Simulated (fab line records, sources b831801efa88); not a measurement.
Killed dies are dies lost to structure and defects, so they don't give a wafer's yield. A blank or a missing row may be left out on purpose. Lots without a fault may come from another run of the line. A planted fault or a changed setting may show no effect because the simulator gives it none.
fab line records | flow sky130
record lots=5 wafers=15 last_day=49
route steps=708 shown LDD_LDN@291 SPACER@304 POLY_CUT@307 SD_P@320 RES_XHIGH@332 PAD_OPEN@708
lots that met no fault: from a run of the same line without faults
start_h: hours from the record's first day to the start of the lot's first wafer shown | wait_h: hours since the lot's step before | " the same as in the row above | L1.1+2: a row that stands for several wafers | - no value, or no start given | * or withheld: withheld | < > ~ a bound
route shown NAME@n: a module of which the file shows steps, and the number in the route of the first | usual: mean/standard deviation of fault-free wafers | same: alike in all rows | chamber/n: place in a boat | sites: the reading at each site | _std_site: their standard deviation | _edge_site: outer sites' mean less inner sites' | radius_mm: how far each site lies from the wafer's centre | mask NAME#n: copy n | behind: the tool/chamber that last shaped the wafer | hold: why the lot was held/for how many hours/how that ended | device: the transistor (n, p or np) that didn't switch | end of line: the same wafers' tests at the end of the route | a step without rows: its recipe alone | killed: dies lost to structure and defects at the first sort, not the wafer's yield | map: a wafer's dies, x killed, . not, _ none there
set.NAME: the setting as run; set.NAME@STEP: as run at that earlier step | model.NAME: the simulator's own value behind a step, which no gauge read
lots at some steps of the route; a table a step, a row a wafer
services: from which hour (start_h, from the record's first day; less than 0 if before it) a tool's chamber was out of use, for how many hours, and why
## steps
# step SKY_LDD_LDN_COAT_02
# recipe resist=NOVOLAK spin_rpm=3000 resist_thk_nm=1140
# step SKY_LDD_LDN_SOFTBAKE_03
# recipe temp_c=90 time_s=57.86 resist=NOVOLAK
# step SKY_LDD_LDN_EXPOSE_04
# recipe mask_id=LDNTM na=0.6 source_shape=conventional sigma_outer=0.6 polarization=unpolarized target_cd_nm=700 dose_mj=140
# step SKY_LDD_LDN_PEB_05
# recipe temp_c=withheld time_s=* resist=NOVOLAK
# step SKY_LDD_LDN_DEVELOP_06
# recipe resist=NOVOLAK developer=TMAH develop_time_s=60 dev_temp_c=23
# step SKY_LDD_LDN_OVL_MEAS_07
# usual LDD_LDN_OVL=-0.7/1.4
# columns lot.wafer tool chamber start_h wait_h LDD_LDN_OVL[nm]
L382.1 overlay-01 - 520.73 0.1 -0.9
L382.5 " - " " -1.7
L382.6 " - " " 0.6
L387.1 overlay-01 - 567.17 0.1 -0.6
L387.2 " - " " -0.2
L387.4 " - " " -0.6
L394.1 overlay-01 - 642.92 0.1 0.2
L394.2 " - " " -0.7
L394.3 " - " " -1.0
L398.1 overlay-01 - 658.64 0.1 -0.5
L398.2 " - " " 1.3
L398.4 " - " " -0.1
L401.1 overlay-01 - 680.59 0.1 2.2
L401.2 " - " " 0.2
L401.3 " - " " 0.5
# step SKY_LDD_LDN_IMPLANT_08
# recipe species=As energy_kev=15 dose_cm2=1.25e+13 tilt_deg=withheld rotation_deg=23
# step SKY_LDD_LDN_IMPLANT_09
# recipe species=As energy_kev=15 dose_cm2=1.25e+13 tilt_deg=withheld rotation_deg=113
# step SKY_LDD_LDN_IMPLANT_10
# recipe species=As energy_kev=15 dose_cm2=1.25e+13 tilt_deg=withheld rotation_deg=203
# step SKY_LDD_LDN_IMPLANT_11
# recipe species=As energy_kev=15 dose_cm2=1.25e+13 tilt_deg=withheld rotation_deg=293
# step SKY_LDD_LDN_STRIP_12
# recipe chemistry=O2/N2 power_w=1400 pressure_mtorr=1500 platen_temp_c=withheld o2_flow_sccm=3000 n2_flow_sccm=300 overash_fraction=0.5
# step SKY_LDD_LDN_TW_MEAS_13
# usual LDD_LDN_TW=1483/11
# columns lot.wafer tool chamber start_h wait_h LDD_LDN_TW
L382.1 film_metro-01 - 521.47 0.1 1492
L382.5 " - " " 1490
L382.6 " - " " 1497
L387.1 film_metro-01 - 567.90 0.1 1475
L387.2 " - " " 1485
L387.4 " - " " 1491
L394.1 film_metro-01 - 643.65 0.1 1489
L394.2 " - " " 1487
L394.3 " - " " 1494
L398.1 film_metro-01 - 659.37 0.1 1493
L398.2 " - " " 1487
L398.4 " - " " 1487
L401.1 film_metro-02 - 681.32 0.1 1466
L401.2 " - " " 1467
L401.3 " - " " 1468
# step SKY_LDD_LDN_CLEAN_14
# recipe chemistry=SC1/SC2 mix=1:4:20 temp_c=70 time_s=150 dry=n2_spin
# columns lot.wafer tool chamber start_h wait_h
L382.1+5+6 wet_bench-04 1 521.53 0.1
L387.1+2+4 wet_bench-02 0 567.96 0.1
L394.1+2+3 wet_bench-04 2 643.71 0.1
L398.1+2+4 wet_bench-04 1 659.43 0.1
L401.1+2+3 wet_bench-03 3 681.38 0.1
# step SKY_SPACER_CVD_00
# recipe material=Si3N4 precursor=DCS/NH3 target_thk_nm=43.1 temp_c=770 time_s=740 pressure_mtorr=250
# step SKY_SPACER_THK_MEAS_01
# recipe reads=Si3N4_of_SPACER_CVD_00
# usual SPACER_CVD_00_THK=43.1/0.39
# columns lot.wafer tool chamber start_h wait_h SPACER_CVD_00_THK[nm]
L382.1 film_metro-04 - 522.79 0.0 43.8
L382.5 " - " " 43.5
L382.6 " - " " 43.9
L387.1 film_metro-01 - 569.82 0.0 43.0
L387.2 " - " " 43.1
L387.4 " - " " 42.6
L394.1 film_metro-04 - 645.14 0.0 43.1
L394.2 " - " " 43.2
L394.3 " - " " 43.0
L398.1 film_metro-01 - 660.69 0.0 42.8
L398.2 " - " " 42.4
L398.4 " - " " 42.7
L401.1 film_metro-01 - 684.28 0.0 42.6
L401.2 " - " " 42.2
L401.3 " - " " 42.9
# step SKY_SPACER_ETCHBACK_02
# recipe chemistry=CH3F/O2 target=Si3N4 stop_on=SiO2 source_w=400 bias_w=80 pressure_mtorr=25 ch3f_flow_sccm=40 O2_flow_sccm=30 time_s=46.7 target_depth_a=450
# usual drypump_motor_current_A=5.78/0.26 oes_product_au=0.855/0.0062 throttle_valve_pct=10.562/0.0092
# columns lot.wafer tool chamber start_h wait_h drypump_motor_current_A oes_product_au rf_hours_counter_h throttle_valve_pct
L382.1 rie_diel-01 2 522.85 0.1 6.00 0.869 18 10.569
L382.5 " 2 " " 6.04 0.853 - 10.570
L382.6 " 3 " " 5.80 0.868 - 10.556
L387.1 rie_diel-02 0 569.88 0.1 5.53 0.860 5 10.561
L387.2 " 2 " " 5.95 0.854 2 10.563
L387.4 " 1 " " 5.29 0.843 73 10.569
L394.1 rie_diel-02 3 645.20 0.1 6.16 0.848 5 10.553
L394.2 " 2 " " 6.01 0.853 3 10.558
L394.3 " 0 " " 5.55 0.862 7 10.563
L398.1 rie_diel-02 2 660.75 0.1 5.95 0.847 4 10.557
L398.2 " 1 " " 5.30 0.839 1 10.566
L398.4 " 0 " " 5.54 0.850 8 10.566
L401.1 rie_diel-02 3 684.34 0.1 6.17 0.850 6 10.564
L401.2 " 2 " " 5.97 0.853 4 10.577
L401.3 " 1 " " 5.36 0.853 1 10.556
# step SKY_POLY_CUT_DEHYDRATE_00
# recipe temp_c=200 time_s=60
# step SKY_POLY_CUT_HMDS_01
# recipe prime_time_s=60 prime_temp_c=120
# step SKY_POLY_CUT_COAT_02
# recipe resist=BARC temp_c=withheld time_s=withheld spin_rpm=3000 resist_thk_nm=60
# step SKY_POLY_CUT_COAT_03
# recipe resist=KrF-thick spin_rpm=3000 resist_thk_nm=450
# step SKY_POLY_CUT_SOFTBAKE_04
# recipe temp_c=100 time_s=90 resist=KrF-thick
# step SKY_POLY_CUT_EXPOSE_05
# recipe mask_id=NPCM na=0.8 source_shape=annular sigma_inner=0.55 sigma_outer=0.85 target_cd_nm=270 dose_mj=32
# step SKY_POLY_CUT_PEB_06
# recipe peb_temp_c=withheld peb_time_s=withheld resist=KrF-thick
# step SKY_POLY_CUT_DEVELOP_07
# recipe develop_time_s=57.49 resist=KrF-thick dev_temp_c=21
# step SKY_POLY_CUT_CD_MEAS_08
# recipe target_cd_nm=270
# usual cd_nm=269.5/1.3
# columns lot.wafer tool chamber start_h wait_h cd_nm
L382.1 cd_sem-02 - 552.67 - 270.0
L382.5 " - " " 270.6
L382.6 " - " " 271.7
L387.1 cd_sem-01 - 599.52 - 266.3
L387.2 " - " " 267.6
L387.4 " - " " 267.6
L394.1 cd_sem-02 - 673.55 - 270.7
L394.2 " - " " 270.8
L394.3 " - " " 270.7
L398.1 cd_sem-01 - 688.39 - 270.9
L398.2 " - " " 270.6
L398.4 " - " " 270.9
L401.1 cd_sem-01 - 711.84 - 266.7
L401.2 " - " " 268.2
L401.3 " - " " 267.4
# step SKY_POLY_CUT_OVL_MEAS_09
# usual POLY_CUT_OVL=1/6.7
# columns lot.wafer tool chamber start_h wait_h POLY_CUT_OVL[nm]
L382.1 overlay-02 - 552.79 0.1 7
L382.5 " - " " 1
L382.6 " - " " 1
L387.1 overlay-01 - 599.64 0.1 5
L387.2 " - " " -2
L387.4 " - " " 7
L394.1 overlay-02 - 673.67 0.1 2
L394.2 " - " " 7
L394.3 " - " " 4
L398.1 overlay-02 - 688.51 0.1 -10
L398.2 " - " " -4
L398.4 " - " " -2
L401.1 overlay-01 - 711.96 0.1 20
L401.2 " - " " 7
L401.3 " - " " 16
# step SKY_POLY_CUT_ETCH_10
# recipe chemistry=N2/H2 target=BARC ion_energy_ev=200 source_w=500 bias_w=100 pressure_mtorr=30 n2_flow_sccm=100 h2_flow_sccm=200 stop_on=SiO2 time_s=45.9 target_depth_a=600
# usual drypump_motor_current_A=5.73/0.29 oes_product_au=0.855/0.0044 throttle_valve_pct=13.226/0.0098
# columns lot.wafer tool chamber start_h wait_h drypump_motor_current_A oes_product_au rf_hours_counter_h throttle_valve_pct
L382.1 rie_diel-02 2 552.82 0.0 5.98 0.859 2 13.246
L382.5 " 1 " " 5.40 0.850 - 13.231
L382.6 " 0 " " 5.54 0.857 - 13.219
L387.1 rie_diel-01 1 599.67 0.0 5.76 0.852 10 13.226
L387.2 " 0 " " 5.57 0.852 2 13.224
L387.4 " 3 " " 5.86 0.860 14 13.238
L394.1 rie_diel-01 3 673.71 0.0 5.82 0.857 15 13.228
L394.2 " 0 " " 5.57 0.848 2 13.220
L394.3 " 2 " " 6.02 0.849 21 13.227
L398.1 rie_diel-03 0 688.54 0.0 5.05 0.852 1 13.222
L398.2 " 1 " " 5.82 0.859 15 13.252
L398.4 " 3 " " 5.37 0.850 28 13.239
L401.1 rie_diel-01 2 711.99 0.0 5.97 0.850 22 13.221
L401.2 " 0 " " 5.59 0.851 3 13.228
L401.3 " 1 " " 5.74 0.847 12 13.226
# step SKY_POLY_CUT_ETCH_11
# recipe target=Si3N4 chemistry=CF4/CH2F2/Ar stop_on=poly-Si source_w=600 bias_w=150 pressure_mtorr=40 cf4_flow_sccm=40 ch2f2_flow_sccm=20 Ar_flow_sccm=150 time_s=42.5 target_depth_a=600
# usual drypump_motor_current_A=5.73/0.29 mfc_ar_sccm=150.0/0.45 oes_product_au=0.836/0.0064 throttle_valve_pct=14.995/0.0089
# columns lot.wafer tool chamber start_h wait_h drypump_motor_current_A mfc_ar_sccm oes_product_au rf_hours_counter_h throttle_valve_pct
L382.1 rie_diel-02 2 552.86 0.0 5.93 150.0 0.827 2 14.988
L382.5 " 1 " " 5.32 150.0 0.835 - 15.011
L382.6 " 0 " " 5.56 150.9 0.836 - 14.998
L387.1 rie_diel-01 1 599.71 0.0 5.76 149.4 0.841 10 14.984
L387.2 " 0 " " 5.56 149.3 0.838 2 14.984
L387.4 " 3 " " 5.83 150.5 0.832 14 14.991
L394.1 rie_diel-01 3 673.75 0.0 5.86 150.0 0.847 15 15.005
L394.2 " 0 " " 5.57 150.2 0.829 2 14.992
L394.3 " 2 " " 6.02 150.1 0.850 21 14.993
L398.1 rie_diel-03 0 688.59 0.0 5.06 149.4 0.826 1 14.989
L398.2 " 1 " " 5.84 149.7 0.831 15 14.991
L398.4 " 3 " " 5.37 150.0 0.838 28 14.993
L401.1 rie_diel-01 2 712.04 0.0 6.03 150.3 0.836 22 14.989
L401.2 " 0 " " 5.58 149.3 0.839 4 14.984
L401.3 " 1 " " 5.74 150.3 0.844 12 15.003
# step SKY_POLY_CUT_STRIP_12
# recipe chemistry=O2/N2 power_w=1400 pressure_mtorr=1500 platen_temp_c=withheld o2_flow_sccm=3000 n2_flow_sccm=300 overash_fraction=0.5
# usual drypump_motor_current_A=5.7/0.34 oes_product_au=0.452/0.0043 strip_time_to_endpoint_s=5.362/0.018
# columns lot.wafer tool chamber start_h wait_h drypump_motor_current_A oes_product_au rf_hours_counter_h strip_time_to_endpoint_s
L382.1 plasma_asher-04 1 552.90 0.0 5.8 0.450 86 5.359
L382.5 " 1 " " 5.8 0.461 - 5.346
L382.6 " 0 " " 6.2 0.448 - 5.368
L387.1 plasma_asher-03 0 599.75 0.0 5.7 0.453 18 5.334
L387.2 " 1 " " 5.1 0.455 18 5.338
L387.4 " 1 " " 5.1 0.451 - 5.317
L394.1 plasma_asher-01 0 673.79 0.0 6.0 0.448 53 5.369
L394.2 " 1 " " 5.5 0.453 53 5.344
L394.3 " 1 " " 5.4 0.460 - 5.353
L398.1 plasma_asher-04 0 688.63 0.0 6.2 0.450 99 5.375
L398.2 " 1 " " 5.8 0.448 99 5.382
L398.4 " 1 " " 5.8 0.455 - 5.361
L401.1 plasma_asher-04 0 712.08 0.0 6.2 0.446 102 5.373
L401.2 " 1 " " 5.8 0.452 102 5.396
L401.3 " 1 " " 5.8 0.459 - 5.383
# step SKY_SD_P_DEHYDRATE_00
# recipe temp_c=200 time_s=60
# step SKY_SD_P_HMDS_01
# recipe prime_time_s=60 prime_temp_c=120
# step SKY_SD_P_COAT_02
# recipe resist=NOVOLAK spin_rpm=3000 resist_thk_nm=1140
# step SKY_SD_P_SOFTBAKE_03
# recipe temp_c=90 time_s=60 resist=NOVOLAK
# step SKY_SD_P_EXPOSE_04
# recipe mask_id=PSDM na=0.6 source_shape=conventional sigma_outer=0.6 polarization=unpolarized target_cd_nm=380 dose_mj=138
# step SKY_SD_P_PEB_05
# recipe temp_c=withheld time_s=* resist=NOVOLAK
# step SKY_SD_P_DEVELOP_06
# recipe resist=NOVOLAK developer=TMAH develop_time_s=60 dev_temp_c=23
# step SKY_SD_P_CD_MEAS_07
# recipe target_cd_nm=380
# usual cd_nm=380.1/2.3
# columns lot.wafer tool chamber start_h wait_h cd_nm
L382.1 cd_sem-02 - 581.98 0.1 379.1
L382.5 " - " " 377.5
L382.6 " - " " 380.9
L387.1 cd_sem-02 - 627.75 0.1 382.4
L387.2 " - " " 380.7
L387.4 " - " " 380.5
L394.1 cd_sem-01 - 700.86 0.2 382.1
L394.2 " - " " 378.9
L394.3 " - " " 375.6
L398.1 cd_sem-01 - 715.97 0.1 380.6
L398.2 " - " " 377.4
L398.4 " - " " 379.4
L401.1 cd_sem-01 - 739.12 0.1 377.7
L401.2 " - " " 376.3
L401.3 " - " " 378.0
# step SKY_SD_P_OVL_MEAS_08
# usual SD_P_OVL=0.7/1.4
# columns lot.wafer tool chamber start_h wait_h SD_P_OVL[nm]
L382.1 overlay-02 - 582.10 0.1 1.1
L382.5 " - " " 0.0
L382.6 " - " " 1.2
L387.1 overlay-01 - 627.87 0.1 1.2
L387.2 " - " " 0.8
L387.4 " - " " -2.0
L394.1 overlay-02 - 700.98 0.1 1.6
L394.2 " - " " 1.8
L394.3 " - " " 1.7
L398.1 overlay-01 - 716.09 0.1 2.2
L398.2 " - " " 1.5
L398.4 " - " " 2.0
L401.1 overlay-01 - 739.24 0.1 -1.1
L401.2 " - " " -0.5
L401.3 " - " " -0.1
# step SKY_SD_P_IMPLANT_09
# recipe species=BF2 energy_kev=20 dose_cm2=3e+15 tilt_deg=0
# step SKY_SD_P_STRIP_10
# recipe chemistry=O2/N2 power_w=1400 pressure_mtorr=1500 platen_temp_c=withheld o2_flow_sccm=3000 n2_flow_sccm=300 overash_fraction=0.5
# usual drypump_motor_current_A=5.70/0.3 oes_product_au=0.617/0.0048 strip_time_to_endpoint_s=17.50/0.037
# columns lot.wafer tool chamber start_h wait_h drypump_motor_current_A oes_product_au rf_hours_counter_h strip_time_to_endpoint_s
L382.1 plasma_asher-04 1 582.29 0.1 5.75 0.614 89 17.47
L382.5 " 0 " " 6.18 0.618 - 17.47
L382.6 " 1 " " 5.78 0.612 - 17.45
L387.1 plasma_asher-02 1 628.06 0.1 5.47 0.620 84 17.50
L387.2 " 0 " " 5.75 0.615 84 17.46
L387.4 " 1 " " 5.45 0.610 - 17.48
L394.1 plasma_asher-04 0 701.16 0.1 6.19 0.621 101 17.48
L394.2 " 1 " " 5.79 0.620 101 17.48
L394.3 " 0 " " 6.19 0.615 - 17.48
L398.1 plasma_asher-02 1 716.27 0.1 5.47 0.616 94 17.53
L398.2 " 0 " " 5.74 0.614 94 17.56
L398.4 " 1 " " 5.46 0.611 - 17.49
L401.1 plasma_asher-03 1 739.42 0.1 5.13 0.618 27 17.46
L401.2 " 0 " " 5.63 0.614 27 17.48
L401.3 " 1 " " 5.15 0.620 - 17.44
# step SKY_SD_P_TW_MEAS_11
# usual SD_P_TW=2839/23
# columns lot.wafer tool chamber start_h wait_h SD_P_TW
L382.1 film_metro-03 - 582.39 0.1 2877
L382.5 " - " " 2859
L382.6 " - " " 2866
L387.1 film_metro-03 - 628.16 0.1 2822
L387.2 " - " " 2813
L387.4 " - " " 2836
L394.1 film_metro-04 - 701.26 0.1 2853
L394.2 " - " " 2840
L394.3 " - " " 2846
L398.1 film_metro-02 - 716.37 0.1 2822
L398.2 " - " " 2831
L398.4 " - " " 2837
L401.1 film_metro-03 - 739.52 0.1 2840
L401.2 " - " " 2836
L401.3 " - " " 2832
# step SKY_RES_XHIGH_DEHYDRATE_00
# recipe temp_c=200 time_s=60
# step SKY_PAD_OPEN_PROBE_99
# usual killed_at_M0_to_M3=42/7.1 killed_at_M4_up=3.0/1.7 killed_at_contacts=25/5 killed_at_front_end=16/4.4 killed_at_other=0.5/1.4 killed_dies=87/9.2 killed_on_rim=18/4.3 killed_open=47/6.2 killed_short=39/6.6
# same gross_dies=492 killed_at_back_side=0
# columns lot.wafer tool chamber start_h wait_h killed_at_M0_to_M3 killed_at_M4_up killed_at_contacts killed_at_front_end killed_at_other killed_dies killed_on_rim killed_open killed_short
L382.1 prober-01 - 1069.79 0.1 46 3 24 20 1 94 22 56 38
L382.5 prober-01 - 1069.99 0.2 52 2 20 11 2 87 17 47 39
L382.6 prober-01 - 1070.04 0.2 47 0 20 13 0 80 13 44 36
L387.1 prober-02 - 1102.95 0.1 40 3 32 12 1 88 20 49 38
L387.2 prober-02 - 1103.00 0.1 53 2 26 17 1 99 21 52 47
L387.4 prober-02 - 1103.10 0.2 53 3 18 17 0 91 15 43 48
L398.1 prober-02 - 1162.26 0.1 44 5 19 62 1 131 25 43 45
L398.2 prober-02 - 1162.31 0.1 32 4 14 55 0 105 28 40 26
L398.4 prober-02 - 1162.41 0.2 39 0 18 54 0 111 26 44 26
L401.1 prober-01 - 1177.43 0.1 47 1 20 18 0 86 14 47 39
L401.2 prober-01 - 1177.48 0.1 43 2 24 13 1 83 22 50 32
L401.3 prober-01 - 1177.53 0.2 42 4 18 12 0 76 16 39 37
# killed by level:class
L382.1 VIA1:geometric_particle:open=14 CONTACT:geometric_particle:open=9 LI_CONTACT:geometric_particle:open=7 VIA1:geometric_particle:short=7 VIA2:geometric_particle:open=7 VIA3:geometric_particle:open=6 FIELD_ISO:geometric_particle:short=5 POLY_GATE:geometric_particle:short=5
L382.5 VIA1:geometric_particle:open=13 LI_CONTACT:geometric_particle:open=7 CONTACT:geometric_particle:open=7 VIA3:geometric_particle:open=7 POLY_GATE:geometric_particle:short=6 VIA2:geometric_particle:open=6 METAL2:geometric_particle:short=5 CONTACT:geometric_particle:short=4
L382.6 VIA1:geometric_particle:open=12 CONTACT:geometric_particle:open=10 METAL1:geometric_particle:short=7 VIA3:geometric_particle:open=6 FIELD_ISO:geometric_particle:short=4 LI_CONTACT:geometric_particle:short=4 LI_CONTACT:geometric_particle:open=4 VIA1:geometric_particle:short=4
L387.1 CONTACT:geometric_particle:open=16 VIA2:geometric_particle:short=8 VIA1:geometric_particle:open=7 VIA2:geometric_particle:open=7 FIELD_ISO:geometric_particle:open=6 LI_CONTACT:geometric_particle:open=6 METAL1:geometric_particle:short=5 CONTACT:geometric_particle:short=5
L387.2 VIA1:geometric_particle:open=12 LI_CONTACT:geometric_particle:open=11 METAL2:geometric_particle:short=7 VIA2:geometric_particle:open=7 VIA1:geometric_particle:short=6 VIA3:geometric_particle:open=6 FIELD_ISO:geometric_particle:short=5 FIELD_ISO:geometric_particle:open=5
L387.4 VIA1:geometric_particle:open=8 VIA2:geometric_particle:open=8 METAL2:geometric_particle:short=7 VIA3:geometric_particle:open=6 FIELD_ISO:geometric_particle:open=5 LOCAL_INTERCONNECT:geometric_particle:short=5 CONTACT:geometric_particle:open=5 CONTACT:geometric_particle:short=5
L398.1 LDD_LDN:unspecified=42 CONTACT:geometric_particle:open=10 VIA3:geometric_particle:open=8 FIELD_ISO:geometric_particle:short=6 VIA1:geometric_particle:open=6 METAL2:geometric_particle:short=5 POLY_GATE:geometric_particle:short=5 METAL1:geometric_particle:short=5
L398.2 LDD_LDN:unspecified=39 VIA1:geometric_particle:open=10 CONTACT:geometric_particle:open=7 POLY_GATE:geometric_particle:open=6 METAL2:geometric_particle:short=6 VIA3:geometric_particle:open=4 FIELD_ISO:geometric_particle:short=3 LI_CONTACT:geometric_particle:short=3
L398.4 LDD_LDN:unspecified=41 VIA1:geometric_particle:open=9 CONTACT:geometric_particle:open=8 VIA3:geometric_particle:open=7 METAL1:geometric_particle:short=5 VIA1:geometric_particle:short=5 VIA2:geometric_particle:open=5 FIELD_ISO:geometric_particle:open=4
L401.1 VIA1:geometric_particle:open=14 VIA2:geometric_particle:open=8 CONTACT:geometric_particle:open=7 VIA1:geometric_particle:short=7 POLY_GATE:geometric_particle:open=6 LI_CONTACT:geometric_particle:short=6 METAL1:geometric_particle:short=6 POLY_GATE:geometric_particle:short=4
L401.2 VIA1:geometric_particle:open=11 VIA2:geometric_particle:open=10 CONTACT:geometric_particle:open=9 VIA3:geometric_particle:open=7 CONTACT:geometric_particle:short=6 METAL1:geometric_particle:short=6 FIELD_ISO:geometric_particle:open=5 FIELD_ISO:geometric_particle:short=4
L401.3 CONTACT:geometric_particle:open=7 VIA1:geometric_particle:open=7 VIA3:geometric_particle:open=6 METAL1:geometric_particle:short=6 VIA2:geometric_particle:open=6 POLY_GATE:geometric_particle:short=4 LI_CONTACT:geometric_particle:open=4 CONTACT:geometric_particle:short=4
# map L398.1 (x killed, . not)
__________.....xx..._________
________..xx..x......._______
______x..x....x.x......._____
_____..x..x.........xx...____
____.x..x......x..........___
___..x.......xx.x..x.......__
__.........x..........x..xx._
_......x.................xx..
_.x...x....x......x.x......x.
_.............xx.....x....x..
_......x...x.........x......x
_..x.....xx..x.x........xxxx.
_...x.x...x.xxx..x...x.xxxxxx
_.x.x......x.......x.xxxxxxxx
_x.x.x....xx...x.x..x.xxxxxxx
__.x.......x.......xxxxxxxxx_
___.....x............xxxxxx__
____..xx........x..xx.xxxx___
_____.................x.x____
______.................._____
________.x..xx.xx.x..._______
__________.x...x..xx_________
# map L394.2 (x killed, . not)
__________...x..x.x._________
________x....x...x...._______
______xxx....x..x.....x._____
_____........xxx.........____
____.x.......x.....x.xx...___
___....x.x.x...x.....x..x..__
__.....................x...._
_x.......x.x.x...xx.....x..x.
_x...x..........x..xx....x...
_.....xx.x...x..x.........x..
_..........xx..x..x.xx.....x.
_..x................x........
_..x.x...x...x...x...........
_...xx....x.x.....x........x.
_...........x.xx.x.x..x..x..x
__x.....x..x................_
___x.......x............x..__
____......x.....xxx......x___
_____.......x........x...____
______..x.......x.x....._____
________.....x...x..xx_______
__________...x.x...._________
## services
# columns tool chamber start_h hours kind
rie_diel-01 - 500.72 0.2 repair
rie_diel-01 2 501.73 5.3 repair
rie_diel-02 3 511.70 6.4 repair
plasma_asher-02 - 520.88 7.9 repair
rie_diel-01 0 523.94 4.2 repair
rie_diel-03 - 526.51 2.8 pm
plasma_asher-03 - 527.54 0.8 repair
plasma_asher-04 - 529.90 1.0 repair
rie_diel-03 2 563.24 22.8 repair
rie_diel-01 1 585.81 6.5 repair
rie_diel-03 0 593.39 32.3 repair
rie_diel-03 3 607.58 5.4 repair
rie_diel-03 - 608.08 0.2 repair
rie_diel-02 2 614.03 7.6 repair
rie_diel-03 3 617.12 5.6 repair
rie_diel-03 - 631.17 0.4 repair
rie_diel-02 - 636.27 0.2 repair
rie_diel-01 0 642.11 20.8 repair
rie_diel-01 1 646.18 9.3 repair
plasma_asher-04 - 655.71 1.0 repair
plasma_asher-03 - 656.28 3.9 repair
plasma_asher-03 - 664.84 1.9 repair
rie_diel-03 0 672.79 7.4 repair
plasma_asher-04 - 733.75 9.0 pm
## key
first_sign step=SKY_PAD_OPEN_PROBE_99 reading=killed_at_front_end direction=up sigmas=9.4 usual=16 struck=57
effect step=SKY_PAD_OPEN_PROBE_99 reading=killed_dies direction=up sigmas=3.1 usual=87 struck=116
met_at SKY_LDD_LDN_CLEAN_14
struck_wafers L398.1,L398.2,L398.4
tester_left_out L398
onset_between 643.71 659.43
also_fits SKY_POLY_CUT_ETCH_10:rie_diel-03,SKY_POLY_CUT_ETCH_11:rie_diel-03,SKY_SD_P_STRIP_10:plasma_asher-02
fault kind=chamber_particle_source tool=wet_bench-04 chamber=- onset_h=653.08 steps=SKY_LDD_LDN_CLEAN_14 rate_per_visit_cm2=0.76907 end_h=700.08
# tester_left_out: of these lots the tester's yield and bins aren't shown, on N5 and GAA mostly nor the transistor test; their killed dies are dies lost to structure and defects alone, not to doping, threshold or leakage, so they don't give the yield
